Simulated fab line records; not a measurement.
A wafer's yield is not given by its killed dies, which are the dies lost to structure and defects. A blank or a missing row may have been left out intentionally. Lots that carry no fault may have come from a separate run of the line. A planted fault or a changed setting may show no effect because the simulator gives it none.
fab line records :: flow sky130
record:
  lots: 14
  wafers: 42
  lastDay: 50
route steps=708 shown SD_N@358 RES_XHIGH@360 LI_CONTACT@362
lots untouched by any fault: they come from a run of this same line in which no faults occurred
startH: hours from the record's first day to the start of the lot's first wafer shown :: waitH: hours elapsed since this lot's preceding step :: " unchanged from the row above :: L1.1+2: a row that stands for several wafers :: - no value present, or no start provided :: * or withheld: withheld :: < > ~ a bound
route shown NAME@n: names a module that has steps shown in the file, with the first one's number in the route :: usual: mean/standard deviation of fault-free wafers :: same: alike in all rows :: chamber/n: place in a boat :: sites: readings site by site :: _std_site: standard deviation of those values :: _edge_site: mean of outer sites minus mean of inner sites :: radiusMm: for every site, how far away it sits from the centre of the wafer :: mask NAME#n: copy n :: behind: the most recent tool/chamber to have shaped the wafer :: hold: the reason the lot was held/the length of the hold in hours/how it ended :: device: names the non-switching transistor (n, p or np) :: end of line: tests of these same wafers at the route's end :: step lacking rows: just its recipe :: killed: dies that structure and defects cost at the first sort, which is not the same as the wafer's yield :: map: a wafer's dies, x killed, . not, _ none there
set.NAME: the setting that was run; set.NAME@STEP: the one run at that earlier step :: model.NAME: the simulator's own value behind a step, which no gauge read
the route's steps for a sample of lots (tables are steps, rows are wafers)
services: when a tool's chamber went out of use (startH, in hours from the record's first day, below 0 if earlier), for how many hours, and the reason
== steps ==
step: SKY_SD_N_RS_MEAS_16
recipe:
  thkMeasGauge: four-point-probe
usual:
  SD_N_RS: 68.49/0.093
lot.wafer: L232.1
tool: filmMetro-01
chamber: -
startH: 652.68
waitH: 0.1
SD_N_RS[ohm/sq]: 68.58

lot.wafer: L232.3
tool: filmMetro-01
chamber: -
startH: 652.68
waitH: 0.1
SD_N_RS[ohm/sq]: 68.46

lot.wafer: L232.4
tool: filmMetro-01
chamber: -
startH: 652.68
waitH: 0.1
SD_N_RS[ohm/sq]: 68.44

lot.wafer: L233.1
tool: filmMetro-03
chamber: -
startH: 656.93
waitH: 0.1
SD_N_RS[ohm/sq]: 68.47

lot.wafer: L233.2
tool: filmMetro-03
chamber: -
startH: 656.93
waitH: 0.1
SD_N_RS[ohm/sq]: 68.42

lot.wafer: L233.5
tool: filmMetro-03
chamber: -
startH: 656.93
waitH: 0.1
SD_N_RS[ohm/sq]: 68.56

lot.wafer: L237.1
tool: filmMetro-03
chamber: -
startH: 696.07
waitH: 0.1
SD_N_RS[ohm/sq]: 68.36

lot.wafer: L237.4
tool: filmMetro-03
chamber: -
startH: 696.07
waitH: 0.1
SD_N_RS[ohm/sq]: 68.28

lot.wafer: L237.5
tool: filmMetro-03
chamber: -
startH: 696.07
waitH: 0.1
SD_N_RS[ohm/sq]: 68.45

lot.wafer: L239.1
tool: filmMetro-03
chamber: -
startH: 700.88
waitH: 0.1
SD_N_RS[ohm/sq]: 68.44

lot.wafer: L239.2
tool: filmMetro-03
chamber: -
startH: 700.88
waitH: 0.1
SD_N_RS[ohm/sq]: 68.49

lot.wafer: L239.5
tool: filmMetro-03
chamber: -
startH: 700.88
waitH: 0.1
SD_N_RS[ohm/sq]: 68.50

lot.wafer: L240.1
tool: filmMetro-01
chamber: -
startH: 714.12
waitH: 0.1
SD_N_RS[ohm/sq]: 68.59

lot.wafer: L240.2
tool: filmMetro-01
chamber: -
startH: 714.12
waitH: 0.1
SD_N_RS[ohm/sq]: 68.60

lot.wafer: L240.6
tool: filmMetro-01
chamber: -
startH: 714.12
waitH: 0.1
SD_N_RS[ohm/sq]: 68.65

lot.wafer: L241.3
tool: filmMetro-03
chamber: -
startH: 722.43
waitH: 0.1
SD_N_RS[ohm/sq]: 68.45

lot.wafer: L241.5
tool: filmMetro-03
chamber: -
startH: 722.43
waitH: 0.1
SD_N_RS[ohm/sq]: 68.51

lot.wafer: L241.6
tool: filmMetro-03
chamber: -
startH: 722.43
waitH: 0.1
SD_N_RS[ohm/sq]: 68.65

lot.wafer: L243.1
tool: filmMetro-03
chamber: -
startH: 729.19
waitH: 0.1
SD_N_RS[ohm/sq]: 68.45

lot.wafer: L243.4
tool: filmMetro-03
chamber: -
startH: 729.19
waitH: 0.1
SD_N_RS[ohm/sq]: 68.64

lot.wafer: L243.5
tool: filmMetro-03
chamber: -
startH: 729.19
waitH: 0.1
SD_N_RS[ohm/sq]: 68.53

lot.wafer: L242.1
tool: filmMetro-01
chamber: -
startH: 729.64
waitH: 0.1
SD_N_RS[ohm/sq]: 68.36

lot.wafer: L242.2
tool: filmMetro-01
chamber: -
startH: 729.64
waitH: 0.1
SD_N_RS[ohm/sq]: 68.46

lot.wafer: L242.6
tool: filmMetro-01
chamber: -
startH: 729.64
waitH: 0.1
SD_N_RS[ohm/sq]: 68.51

lot.wafer: L244.3
tool: filmMetro-03
chamber: -
startH: 737.37
waitH: 0.1
SD_N_RS[ohm/sq]: 68.53

lot.wafer: L244.4
tool: filmMetro-03
chamber: -
startH: 737.37
waitH: 0.1
SD_N_RS[ohm/sq]: 68.71

lot.wafer: L244.5
tool: filmMetro-03
chamber: -
startH: 737.37
waitH: 0.1
SD_N_RS[ohm/sq]: 68.53

lot.wafer: L245.1
tool: filmMetro-03
chamber: -
startH: 747.73
waitH: 0.1
SD_N_RS[ohm/sq]: 68.44

lot.wafer: L245.2
tool: filmMetro-03
chamber: -
startH: 747.73
waitH: 0.1
SD_N_RS[ohm/sq]: 68.55

lot.wafer: L245.3
tool: filmMetro-03
chamber: -
startH: 747.73
waitH: 0.1
SD_N_RS[ohm/sq]: 68.58

lot.wafer: L246.1
tool: filmMetro-03
chamber: -
startH: 751.24
waitH: 0.1
SD_N_RS[ohm/sq]: 68.50

lot.wafer: L246.2
tool: filmMetro-03
chamber: -
startH: 751.24
waitH: 0.1
SD_N_RS[ohm/sq]: 68.56

lot.wafer: L246.5
tool: filmMetro-03
chamber: -
startH: 751.24
waitH: 0.1
SD_N_RS[ohm/sq]: 68.49

lot.wafer: L251.2
tool: filmMetro-03
chamber: -
startH: 795.14
waitH: 0.1
SD_N_RS[ohm/sq]: 68.46

lot.wafer: L251.4
tool: filmMetro-03
chamber: -
startH: 795.14
waitH: 0.1
SD_N_RS[ohm/sq]: 68.43

lot.wafer: L251.5
tool: filmMetro-03
chamber: -
startH: 795.14
waitH: 0.1
SD_N_RS[ohm/sq]: 68.40

lot.wafer: L254.1
tool: filmMetro-02
chamber: -
startH: 817.52
waitH: 0.1
SD_N_RS[ohm/sq]: 68.41

lot.wafer: L254.2
tool: filmMetro-02
chamber: -
startH: 817.52
waitH: 0.1
SD_N_RS[ohm/sq]: 68.61

lot.wafer: L254.4
tool: filmMetro-02
chamber: -
startH: 817.52
waitH: 0.1
SD_N_RS[ohm/sq]: 68.53

lot.wafer: L255.3
tool: filmMetro-01
chamber: -
startH: 825.48
waitH: 0.1
SD_N_RS[ohm/sq]: 68.43

lot.wafer: L255.4
tool: filmMetro-01
chamber: -
startH: 825.48
waitH: 0.1
SD_N_RS[ohm/sq]: 68.19

lot.wafer: L255.5
tool: filmMetro-01
chamber: -
startH: 825.48
waitH: 0.1
SD_N_RS[ohm/sq]: 68.57
step: SKY_SD_N_RS_MEAS_18
recipe:
  thkMeasGauge: four-point-probe
usual:
  RES_XHIGH_RS: 332.8/1.3
lot.wafer: L232.1
tool: filmMetro-01
chamber: -
startH: 652.92
waitH: 0.1
RES_XHIGH_RS[ohm/sq]: 333.6

lot.wafer: L232.3
tool: filmMetro-01
chamber: -
startH: 652.92
waitH: 0.1
RES_XHIGH_RS[ohm/sq]: 333.1

lot.wafer: L232.4
tool: filmMetro-01
chamber: -
startH: 652.92
waitH: 0.1
RES_XHIGH_RS[ohm/sq]: 331.3

lot.wafer: L233.1
tool: filmMetro-03
chamber: -
startH: 657.17
waitH: 0.1
RES_XHIGH_RS[ohm/sq]: 333.2

lot.wafer: L233.2
tool: filmMetro-03
chamber: -
startH: 657.17
waitH: 0.1
RES_XHIGH_RS[ohm/sq]: 333.5

lot.wafer: L233.5
tool: filmMetro-03
chamber: -
startH: 657.17
waitH: 0.1
RES_XHIGH_RS[ohm/sq]: 332.6

lot.wafer: L237.1
tool: filmMetro-03
chamber: -
startH: 696.31
waitH: 0.1
RES_XHIGH_RS[ohm/sq]: 333.0

lot.wafer: L237.4
tool: filmMetro-03
chamber: -
startH: 696.31
waitH: 0.1
RES_XHIGH_RS[ohm/sq]: 333.8

lot.wafer: L237.5
tool: filmMetro-03
chamber: -
startH: 696.31
waitH: 0.1
RES_XHIGH_RS[ohm/sq]: 334.6

lot.wafer: L239.1
tool: filmMetro-03
chamber: -
startH: 701.12
waitH: 0.1
RES_XHIGH_RS[ohm/sq]: 334.8

lot.wafer: L239.2
tool: filmMetro-03
chamber: -
startH: 701.12
waitH: 0.1
RES_XHIGH_RS[ohm/sq]: 335.1

lot.wafer: L239.5
tool: filmMetro-03
chamber: -
startH: 701.12
waitH: 0.1
RES_XHIGH_RS[ohm/sq]: 334.8

lot.wafer: L240.1
tool: filmMetro-01
chamber: -
startH: 714.36
waitH: 0.1
RES_XHIGH_RS[ohm/sq]: 332.4

lot.wafer: L240.2
tool: filmMetro-01
chamber: -
startH: 714.36
waitH: 0.1
RES_XHIGH_RS[ohm/sq]: 331.4

lot.wafer: L240.6
tool: filmMetro-01
chamber: -
startH: 714.36
waitH: 0.1
RES_XHIGH_RS[ohm/sq]: 331.4

lot.wafer: L241.3
tool: filmMetro-03
chamber: -
startH: 722.67
waitH: 0.1
RES_XHIGH_RS[ohm/sq]: 330.9

lot.wafer: L241.5
tool: filmMetro-03
chamber: -
startH: 722.67
waitH: 0.1
RES_XHIGH_RS[ohm/sq]: 330.6

lot.wafer: L241.6
tool: filmMetro-03
chamber: -
startH: 722.67
waitH: 0.1
RES_XHIGH_RS[ohm/sq]: 330.3

lot.wafer: L243.1
tool: filmMetro-03
chamber: -
startH: 729.43
waitH: 0.1
RES_XHIGH_RS[ohm/sq]: 332.6

lot.wafer: L243.4
tool: filmMetro-03
chamber: -
startH: 729.43
waitH: 0.1
RES_XHIGH_RS[ohm/sq]: 332.3

lot.wafer: L243.5
tool: filmMetro-03
chamber: -
startH: 729.43
waitH: 0.1
RES_XHIGH_RS[ohm/sq]: 333.3

lot.wafer: L242.1
tool: filmMetro-01
chamber: -
startH: 729.88
waitH: 0.1
RES_XHIGH_RS[ohm/sq]: 330.1

lot.wafer: L242.2
tool: filmMetro-01
chamber: -
startH: 729.88
waitH: 0.1
RES_XHIGH_RS[ohm/sq]: 332.3

lot.wafer: L242.6
tool: filmMetro-01
chamber: -
startH: 729.88
waitH: 0.1
RES_XHIGH_RS[ohm/sq]: 331.4

lot.wafer: L244.3
tool: filmMetro-03
chamber: -
startH: 737.61
waitH: 0.1
RES_XHIGH_RS[ohm/sq]: 332.4

lot.wafer: L244.4
tool: filmMetro-03
chamber: -
startH: 737.61
waitH: 0.1
RES_XHIGH_RS[ohm/sq]: 329.6

lot.wafer: L244.5
tool: filmMetro-03
chamber: -
startH: 737.61
waitH: 0.1
RES_XHIGH_RS[ohm/sq]: 331.4

lot.wafer: L245.1
tool: filmMetro-03
chamber: -
startH: 747.97
waitH: 0.1
RES_XHIGH_RS[ohm/sq]: 332.8

lot.wafer: L245.2
tool: filmMetro-03
chamber: -
startH: 747.97
waitH: 0.1
RES_XHIGH_RS[ohm/sq]: 333.1

lot.wafer: L245.3
tool: filmMetro-03
chamber: -
startH: 747.97
waitH: 0.1
RES_XHIGH_RS[ohm/sq]: 331.3

lot.wafer: L246.1
tool: filmMetro-03
chamber: -
startH: 751.48
waitH: 0.1
RES_XHIGH_RS[ohm/sq]: 333.4

lot.wafer: L246.2
tool: filmMetro-03
chamber: -
startH: 751.48
waitH: 0.1
RES_XHIGH_RS[ohm/sq]: 333.9

lot.wafer: L246.5
tool: filmMetro-03
chamber: -
startH: 751.48
waitH: 0.1
RES_XHIGH_RS[ohm/sq]: 333.4

lot.wafer: L251.2
tool: filmMetro-03
chamber: -
startH: 795.38
waitH: 0.1
RES_XHIGH_RS[ohm/sq]: 334.5

lot.wafer: L251.4
tool: filmMetro-03
chamber: -
startH: 795.38
waitH: 0.1
RES_XHIGH_RS[ohm/sq]: 334.0

lot.wafer: L251.5
tool: filmMetro-03
chamber: -
startH: 795.38
waitH: 0.1
RES_XHIGH_RS[ohm/sq]: 334.3

lot.wafer: L254.1
tool: filmMetro-02
chamber: -
startH: 817.76
waitH: 0.1
RES_XHIGH_RS[ohm/sq]: 331.2

lot.wafer: L254.2
tool: filmMetro-02
chamber: -
startH: 817.76
waitH: 0.1
RES_XHIGH_RS[ohm/sq]: 332.3

lot.wafer: L254.4
tool: filmMetro-02
chamber: -
startH: 817.76
waitH: 0.1
RES_XHIGH_RS[ohm/sq]: 330.9

lot.wafer: L255.3
tool: filmMetro-01
chamber: -
startH: 825.72
waitH: 0.1
RES_XHIGH_RS[ohm/sq]: 333.4

lot.wafer: L255.4
tool: filmMetro-01
chamber: -
startH: 825.72
waitH: 0.1
RES_XHIGH_RS[ohm/sq]: 332.8

lot.wafer: L255.5
tool: filmMetro-01
chamber: -
startH: 825.72
waitH: 0.1
RES_XHIGH_RS[ohm/sq]: 333.8
step: SKY_LI_CONTACT_HDPCVD_00
recipe:
  material: PSG
  targetThkNm: 930
  sigmaOpenFrac: 0.3
  timeS: 155
  tempC: 600
  sih4FlowSccm: 60
  pressureMtorr: 6
usual:
  pressureMtorr: 6.002/0.012
  runLengthS: 183.1/0.6
lot.wafer: L232.1
tool: hdpcvd-01
chamber: 1
startH: 653.06
waitH: 0.0
pressureMtorr: 5.999
runLengthS: 182.6

lot.wafer: L232.3
tool: hdpcvd-01
chamber: 2
startH: 653.06
waitH: 0.0
pressureMtorr: 6.017
runLengthS: 184.1

lot.wafer: L232.4
tool: hdpcvd-01
chamber: 0
startH: 653.06
waitH: 0.0
pressureMtorr: 5.981
runLengthS: 182.9

lot.wafer: L233.1
tool: hdpcvd-01
chamber: 2
startH: 657.31
waitH: 0.0
pressureMtorr: 5.970
runLengthS: 183.9

lot.wafer: L233.2
tool: hdpcvd-01
chamber: 0
startH: 657.31
waitH: 0.0
pressureMtorr: 5.998
runLengthS: 183.3

lot.wafer: L233.5
tool: hdpcvd-01
chamber: 1
startH: 657.31
waitH: 0.0
pressureMtorr: 6.005
runLengthS: 182.9

lot.wafer: L237.1
tool: hdpcvd-01
chamber: 0
startH: 696.46
waitH: 0.0
pressureMtorr: 6.004
runLengthS: 183.4

lot.wafer: L237.4
tool: hdpcvd-01
chamber: 1
startH: 696.46
waitH: 0.0
pressureMtorr: 6.008
runLengthS: 182.3

lot.wafer: L237.5
tool: hdpcvd-01
chamber: 1
startH: 696.46
waitH: 0.0
pressureMtorr: 5.991
runLengthS: 182.5

lot.wafer: L239.1
tool: hdpcvd-01
chamber: 0
startH: 701.26
waitH: 0.0
pressureMtorr: 6.001
runLengthS: 183.0

lot.wafer: L239.2
tool: hdpcvd-01
chamber: 1
startH: 701.26
waitH: 0.0
pressureMtorr: 5.989
runLengthS: 182.8

lot.wafer: L239.5
tool: hdpcvd-01
chamber: 2
startH: 701.26
waitH: 0.0
pressureMtorr: 6.019
runLengthS: 184.1

lot.wafer: L240.1
tool: hdpcvd-02
chamber: 2
startH: 714.49
waitH: 0.0
pressureMtorr: 6.010
runLengthS: 183.3

lot.wafer: L240.2
tool: hdpcvd-02
chamber: 0
startH: 714.49
waitH: 0.0
pressureMtorr: 6.005
runLengthS: 182.5

lot.wafer: L240.6
tool: hdpcvd-02
chamber: 1
startH: 714.49
waitH: 0.0
pressureMtorr: 6.001
runLengthS: 183.2

lot.wafer: L241.3
tool: hdpcvd-01
chamber: 1
startH: 722.77
waitH: 0.0
pressureMtorr: 6.012
runLengthS: 182.6

lot.wafer: L241.5
tool: hdpcvd-01
chamber: 1
startH: 722.77
waitH: 0.0
pressureMtorr: 6.011
runLengthS: 182.1

lot.wafer: L241.6
tool: hdpcvd-01
chamber: 0
startH: 722.77
waitH: 0.0
pressureMtorr: 6.010
runLengthS: 182.9

lot.wafer: L243.1
tool: hdpcvd-01
chamber: 0
startH: 729.56
waitH: 0.0
pressureMtorr: 5.991
runLengthS: 183.4

lot.wafer: L243.4
tool: hdpcvd-01
chamber: 2
startH: 729.56
waitH: 0.0
pressureMtorr: 6.018
runLengthS: 183.8

lot.wafer: L243.5
tool: hdpcvd-01
chamber: 1
startH: 729.56
waitH: 0.0
pressureMtorr: 5.981
runLengthS: 182.2

lot.wafer: L242.1
tool: hdpcvd-02
chamber: 2
startH: 730.02
waitH: 0.0
pressureMtorr: 5.989
runLengthS: 183.1

lot.wafer: L242.2
tool: hdpcvd-02
chamber: 0
startH: 730.02
waitH: 0.0
pressureMtorr: 6.025
runLengthS: 181.9

lot.wafer: L242.6
tool: hdpcvd-02
chamber: 0
startH: 730.02
waitH: 0.0
pressureMtorr: 5.989
runLengthS: 182.3

lot.wafer: L244.3
tool: hdpcvd-01
chamber: 1
startH: 737.71
waitH: 0.0
pressureMtorr: -
runLengthS: -

lot.wafer: L244.4
tool: hdpcvd-01
chamber: 1
startH: 737.71
waitH: 0.0
pressureMtorr: -
runLengthS: -

lot.wafer: L244.5
tool: hdpcvd-01
chamber: 0
startH: 737.71
waitH: 0.0
pressureMtorr: -
runLengthS: -

lot.wafer: L245.1
tool: hdpcvd-01
chamber: 1
startH: 748.10
waitH: 0.0
pressureMtorr: -
runLengthS: -

lot.wafer: L245.2
tool: hdpcvd-01
chamber: 2
startH: 748.10
waitH: 0.0
pressureMtorr: -
runLengthS: -

lot.wafer: L245.3
tool: hdpcvd-01
chamber: 0
startH: 748.10
waitH: 0.0
pressureMtorr: -
runLengthS: -

lot.wafer: L246.1
tool: hdpcvd-01
chamber: 1
startH: 751.62
waitH: 0.0
pressureMtorr: 5.994
runLengthS: 182.3

lot.wafer: L246.2
tool: hdpcvd-01
chamber: 0
startH: 751.62
waitH: 0.0
pressureMtorr: 5.999
runLengthS: 183.6

lot.wafer: L246.5
tool: hdpcvd-01
chamber: 0
startH: 751.62
waitH: 0.0
pressureMtorr: 5.997
runLengthS: 183.0

lot.wafer: L251.2
tool: hdpcvd-01
chamber: 1
startH: 795.49
waitH: 0.0
pressureMtorr: 6.024
runLengthS: 182.4

lot.wafer: L251.4
tool: hdpcvd-01
chamber: 2
startH: 795.49
waitH: 0.0
pressureMtorr: 5.991
runLengthS: 184.1

lot.wafer: L251.5
tool: hdpcvd-01
chamber: 1
startH: 795.49
waitH: 0.0
pressureMtorr: 6.011
runLengthS: 182.9

lot.wafer: L254.1
tool: hdpcvd-01
chamber: 0
startH: 817.90
waitH: 0.0
pressureMtorr: 6.013
runLengthS: 183.0

lot.wafer: L254.2
tool: hdpcvd-01
chamber: 1
startH: 817.90
waitH: 0.0
pressureMtorr: 6.001
runLengthS: 182.2

lot.wafer: L254.4
tool: hdpcvd-01
chamber: 0
startH: 817.90
waitH: 0.0
pressureMtorr: 6.019
runLengthS: 183.3

lot.wafer: L255.3
tool: hdpcvd-01
chamber: 1
startH: 825.81
waitH: 0.0
pressureMtorr: 6.010
runLengthS: 182.3

lot.wafer: L255.4
tool: hdpcvd-01
chamber: 2
startH: 825.81
waitH: 0.0
pressureMtorr: 6.003
runLengthS: 184.3

lot.wafer: L255.5
tool: hdpcvd-01
chamber: 1
startH: 825.81
waitH: 0.0
pressureMtorr: 5.994
runLengthS: 182.8
step: SKY_LI_CONTACT_BOW_MEAS_03
recipe:
  mode: bow
usual:
  LI_CONTACT_BOW: 56/7.1
lot.wafer: L232.1
tool: filmMetro-03
chamber: -
startH: 653.52
waitH: 0.2
LI_CONTACT_BOW[um]: 60

lot.wafer: L232.3
tool: filmMetro-03
chamber: -
startH: 653.52
waitH: 0.2
LI_CONTACT_BOW[um]: 52

lot.wafer: L232.4
tool: filmMetro-03
chamber: -
startH: 653.52
waitH: 0.2
LI_CONTACT_BOW[um]: 48

lot.wafer: L233.1
tool: filmMetro-02
chamber: -
startH: 657.77
waitH: 0.1
LI_CONTACT_BOW[um]: 68

lot.wafer: L233.2
tool: filmMetro-02
chamber: -
startH: 657.77
waitH: 0.1
LI_CONTACT_BOW[um]: 61

lot.wafer: L233.5
tool: filmMetro-02
chamber: -
startH: 657.77
waitH: 0.1
LI_CONTACT_BOW[um]: 56

lot.wafer: L237.1
tool: filmMetro-02
chamber: -
startH: 696.97
waitH: 0.2
LI_CONTACT_BOW[um]: 50

lot.wafer: L237.4
tool: filmMetro-02
chamber: -
startH: 696.97
waitH: 0.2
LI_CONTACT_BOW[um]: 66

lot.wafer: L237.5
tool: filmMetro-02
chamber: -
startH: 696.97
waitH: 0.2
LI_CONTACT_BOW[um]: 41

lot.wafer: L239.1
tool: filmMetro-02
chamber: -
startH: 701.72
waitH: 0.1
LI_CONTACT_BOW[um]: 74

lot.wafer: L239.2
tool: filmMetro-02
chamber: -
startH: 701.72
waitH: 0.1
LI_CONTACT_BOW[um]: 55

lot.wafer: L239.5
tool: filmMetro-02
chamber: -
startH: 701.72
waitH: 0.1
LI_CONTACT_BOW[um]: 50

lot.wafer: L240.1
tool: filmMetro-01
chamber: -
startH: 714.96
waitH: 0.1
LI_CONTACT_BOW[um]: 47

lot.wafer: L240.2
tool: filmMetro-01
chamber: -
startH: 714.96
waitH: 0.1
LI_CONTACT_BOW[um]: 57

lot.wafer: L240.6
tool: filmMetro-01
chamber: -
startH: 714.96
waitH: 0.1
LI_CONTACT_BOW[um]: 46

lot.wafer: L241.3
tool: filmMetro-03
chamber: -
startH: 723.27
waitH: 0.1
LI_CONTACT_BOW[um]: 62

lot.wafer: L241.5
tool: filmMetro-03
chamber: -
startH: 723.27
waitH: 0.1
LI_CONTACT_BOW[um]: 40

lot.wafer: L241.6
tool: filmMetro-03
chamber: -
startH: 723.27
waitH: 0.1
LI_CONTACT_BOW[um]: 50

lot.wafer: L243.1
tool: filmMetro-02
chamber: -
startH: 730.03
waitH: 0.2
LI_CONTACT_BOW[um]: 51

lot.wafer: L243.4
tool: filmMetro-02
chamber: -
startH: 730.03
waitH: 0.2
LI_CONTACT_BOW[um]: 62

lot.wafer: L243.5
tool: filmMetro-02
chamber: -
startH: 730.03
waitH: 0.2
LI_CONTACT_BOW[um]: 64

lot.wafer: L242.1
tool: filmMetro-01
chamber: -
startH: 730.51
waitH: 0.1
LI_CONTACT_BOW[um]: 49

lot.wafer: L242.2
tool: filmMetro-01
chamber: -
startH: 730.51
waitH: 0.1
LI_CONTACT_BOW[um]: 61

lot.wafer: L242.6
tool: filmMetro-01
chamber: -
startH: 730.51
waitH: 0.1
LI_CONTACT_BOW[um]: 67

lot.wafer: L246.1
tool: filmMetro-03
chamber: -
startH: 752.08
waitH: 0.2
LI_CONTACT_BOW[um]: 54

lot.wafer: L246.2
tool: filmMetro-03
chamber: -
startH: 752.08
waitH: 0.2
LI_CONTACT_BOW[um]: 54

lot.wafer: L246.5
tool: filmMetro-03
chamber: -
startH: 752.08
waitH: 0.2
LI_CONTACT_BOW[um]: 54

lot.wafer: L251.2
tool: filmMetro-01
chamber: -
startH: 795.98
waitH: 0.3
LI_CONTACT_BOW[um]: 65

lot.wafer: L251.4
tool: filmMetro-01
chamber: -
startH: 795.98
waitH: 0.3
LI_CONTACT_BOW[um]: 62

lot.wafer: L251.5
tool: filmMetro-01
chamber: -
startH: 795.98
waitH: 0.3
LI_CONTACT_BOW[um]: 66

lot.wafer: L254.1
tool: filmMetro-02
chamber: -
startH: 818.68
waitH: 0.1
LI_CONTACT_BOW[um]: 58

lot.wafer: L254.2
tool: filmMetro-02
chamber: -
startH: 818.68
waitH: 0.1
LI_CONTACT_BOW[um]: 53

lot.wafer: L254.4
tool: filmMetro-02
chamber: -
startH: 818.68
waitH: 0.1
LI_CONTACT_BOW[um]: 52

lot.wafer: L255.3
tool: filmMetro-03
chamber: -
startH: 826.32
waitH: 0.2
LI_CONTACT_BOW[um]: 59

lot.wafer: L255.4
tool: filmMetro-03
chamber: -
startH: 826.32
waitH: 0.2
LI_CONTACT_BOW[um]: 51

lot.wafer: L255.5
tool: filmMetro-03
chamber: -
startH: 826.32
waitH: 0.2
LI_CONTACT_BOW[um]: 60
== services ==
tool: hdpcvd-02
chamber: -
startH: 650.75
hours: 15.0
kind: pm

tool: hdpcvd-02
chamber: 0
startH: 650.75
hours: 15.0
kind: ventCycle

tool: hdpcvd-02
chamber: 1
startH: 650.75
hours: 15.0
kind: ventCycle

tool: hdpcvd-02
chamber: 2
startH: 650.75
hours: 15.0
kind: ventCycle

tool: hdpcvd-01
chamber: -
startH: 665.75
hours: 5.5
kind: pm

tool: hdpcvd-02
chamber: 0
startH: 665.75
hours: -
kind: clean

tool: hdpcvd-02
chamber: 1
startH: 665.75
hours: -
kind: clean

tool: hdpcvd-02
chamber: 2
startH: 665.75
hours: -
kind: clean

tool: hdpcvd-01
chamber: 2
startH: 668.34
hours: 4.5
kind: repair

tool: hdpcvd-01
chamber: -
startH: 680.11
hours: 1.4
kind: repair

tool: hdpcvd-01
chamber: 2
startH: 696.21
hours: 1.8
kind: repair

tool: hdpcvd-02
chamber: 0
startH: 699.68
hours: 14.1
kind: repair

tool: hdpcvd-02
chamber: -
startH: 725.13
hours: 1.2
kind: repair

tool: hdpcvd-01
chamber: 2
startH: 808.96
hours: 9.1
kind: repair
== key ==
firstSign:
  step: SKY_LI_CONTACT_HDPCVD_00
  reading: toolRecord
  direction: missing
effect none on later readings
metAt SKY_LI_CONTACT_HDPCVD_00
struckLots L244,L245
scrappedBehind SKY_LI_CONTACT_THK_MEAS_01 L244.3,L244.4,L244.5,L245.1,L245.2,L245.3
notActingAt SKY_SD_N_RS_MEAS_16,SKY_SD_N_RS_MEAS_18,SKY_LI_CONTACT_BOW_MEAS_03
onsetBetween 729.56 737.71
fault:
  kind: skippedStepWhole
  tool: hdpcvd-01
  chamber: -
  onsetH: 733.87
  steps: SKY_LI_CONTACT_HDPCVD_00
  scope: struckLotsOnly
